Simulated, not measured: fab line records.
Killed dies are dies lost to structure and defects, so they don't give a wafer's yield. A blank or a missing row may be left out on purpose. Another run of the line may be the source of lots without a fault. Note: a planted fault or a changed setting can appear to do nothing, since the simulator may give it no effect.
Commonality check across tools | flow gf180mcu | Lots sampled 12, wafers sampled 36

## REASON IT WAS OPENED
GF_POLY_GATE_THK_MEAS_17, reading POLY_GATE_OXIDATION_THK: flagged on 3 of 12 lots. Wafers without a fault read 4.07 nm, standard deviation 0.073.
Rule: a lot is flagged in two cases, either no wafer of it has a number, or all its wafers with numbers fall more than 4 standard deviations from that mean. As for the other lots, they are considered sound.

lot  | measured     | on           | POLY_GATE_OXIDATION_THK (nm), wafer by wafer | flag
L499 | day 9 22:51  | filmMetro-02 | 4.07 4.01 4.05                               | 
L500 | day 10 12:19 | filmMetro-04 | 4.18 4.13 4.12                               | 
L502 | day 10 18:29 | filmMetro-04 | 4.12 4.18 4.13                               | 
L503 | day 10 23:41 | filmMetro-02 | 4.00 3.99 3.96                               | 
L505 | day 11 12:47 | filmMetro-02 | 4.06 3.98 4.00                               | 
L506 | day 12 01:15 | filmMetro-02 | 6.70 6.63 6.73                               | FLAGGED
L507 | day 12 05:55 | filmMetro-02 | 4.18 4.09 4.06                               | 
L508 | day 12 13:25 | filmMetro-02 | 4.10 4.01 4.05                               | 
L510 | day 13 02:37 | filmMetro-02 | 6.60 6.40 6.56                               | FLAGGED
L514 | day 14 12:37 | filmMetro-02 | 6.73 6.86 6.70                               | FLAGGED
L519 | day 15 19:53 | filmMetro-02 | 4.02 4.05 4.10                               | 
L520 | day 16 02:46 | filmMetro-01 | 4.07 4.12 4.03                               | 
The numbers of the flagged lots are 6.66 nm on average: +2.59 nm against the usual, or +35 standard deviations.

## WHICH TOOL RAN EACH LOT
The record holds 2 process steps before the reading, out of a route of 602 steps. Cell contents, in order: the tool; ch with the chambers the sampled wafers went through; the start.
lot  | flag    | GF_NWELL_STRIP_10                  | GF_POLY_GATE_OXIDATION_16
L499 |         | plasmaAsher-02 ch 0,1, day 3 21:30 | furnace-01 ch 0, day 9 21:36
L500 |         | plasmaAsher-01 ch 0,1, day 4 07:14 | furnace-02 ch 0, day 10 11:02
L502 |         | plasmaAsher-03 ch 0,1, day 4 12:26 | furnace-02 ch 0, day 10 17:13
L503 |         | plasmaAsher-01 ch 0,1, day 4 16:42 | furnace-01 ch 0, day 10 22:25
L505 |         | plasmaAsher-02 ch 0,1, day 5 01:59 | furnace-02 ch 0, day 11 11:31
L506 | FLAGGED | plasmaAsher-02 ch 0,1, day 5 10:15 | furnace-01 ch 0, day 11 21:31 and furnace-02 ch 0, day 12 00:00
L507 |         | plasmaAsher-02 ch 0,1, day 5 15:26 | furnace-01 ch 0, day 12 04:41
L508 |         | plasmaAsher-02 ch 0,1, day 5 19:01 | furnace-01 ch 0, day 12 12:10
L510 | FLAGGED | plasmaAsher-02 ch 0,1, day 6 07:26 | furnace-02 ch 0, day 12 23:57
L514 | FLAGGED | plasmaAsher-01 ch 0,1, day 7 06:20 | furnace-01 ch 0, day 14 09:31 and furnace-02 ch 0, day 14 11:21
L519 |         | plasmaAsher-02 ch 0,1, day 8 07:59 | furnace-02 ch 0, day 15 18:38
L520 |         | plasmaAsher-02 ch 0,1, day 8 13:44 | furnace-02 ch 0, day 16 01:31
These steps, and what they do:
- GF_NWELL_STRIP_10: strips in O2/N2.
- GF_POLY_GATE_OXIDATION_16: stabilise 600 s, purge 300 s, target thk 4 nm.
- GF_POLY_GATE_THK_MEAS_17

## FLAGGED AGAINST TOTAL, ONE TOOL AT A TIME (gauges that did the reading follow at the end)
step                      | tool           | lots run | flagged | share of the flagged lots | sound lots run after its first flagged lot
GF_NWELL_STRIP_10         | plasmaAsher-01 | 3        | 1       | some                      | 0
GF_NWELL_STRIP_10         | plasmaAsher-02 | 8        | 2       | some                      | 4 (L507,L508,L519,L520)
GF_NWELL_STRIP_10         | plasmaAsher-03 | 1        | 0       | none                      | -
GF_POLY_GATE_OXIDATION_16 | furnace-01     | 6        | 2       | some                      | 2 (L507,L508)
GF_POLY_GATE_OXIDATION_16 | furnace-02     | 8        | 3       | all                       | 2 (L519,L520)
GF_POLY_GATE_THK_MEAS_17  | filmMetro-01   | 1        | 0       | none                      | -
GF_POLY_GATE_THK_MEAS_17  | filmMetro-02   | 9        | 3       | all                       | 3 (L507,L508,L519)
GF_POLY_GATE_THK_MEAS_17  | filmMetro-04   | 2        | 0       | none                      | -

## THE TABLE: WHAT IT ALLOWS
Table rows that saw every flagged lot: 2, namely furnace-02 at GF_POLY_GATE_OXIDATION_16 and filmMetro-02 at GF_POLY_GATE_THK_MEAS_17.
- furnace-02 at GF_POLY_GATE_OXIDATION_16: 3 of its 8 lots flagged. Sound lots followed the first flagged one (L519, L520) on it, something a lasting fault affecting the whole tool could not allow.
- filmMetro-02 at GF_POLY_GATE_THK_MEAS_17: 3 of its 9 lots flagged. Sound lots followed the first flagged one (L507, L508, L519) on it, something a lasting fault affecting the whole tool could not allow.
There is no row in the table that ran each flagged lot and no sound lot after the first.

## WHAT THE SIMULATOR HAD INSERTED
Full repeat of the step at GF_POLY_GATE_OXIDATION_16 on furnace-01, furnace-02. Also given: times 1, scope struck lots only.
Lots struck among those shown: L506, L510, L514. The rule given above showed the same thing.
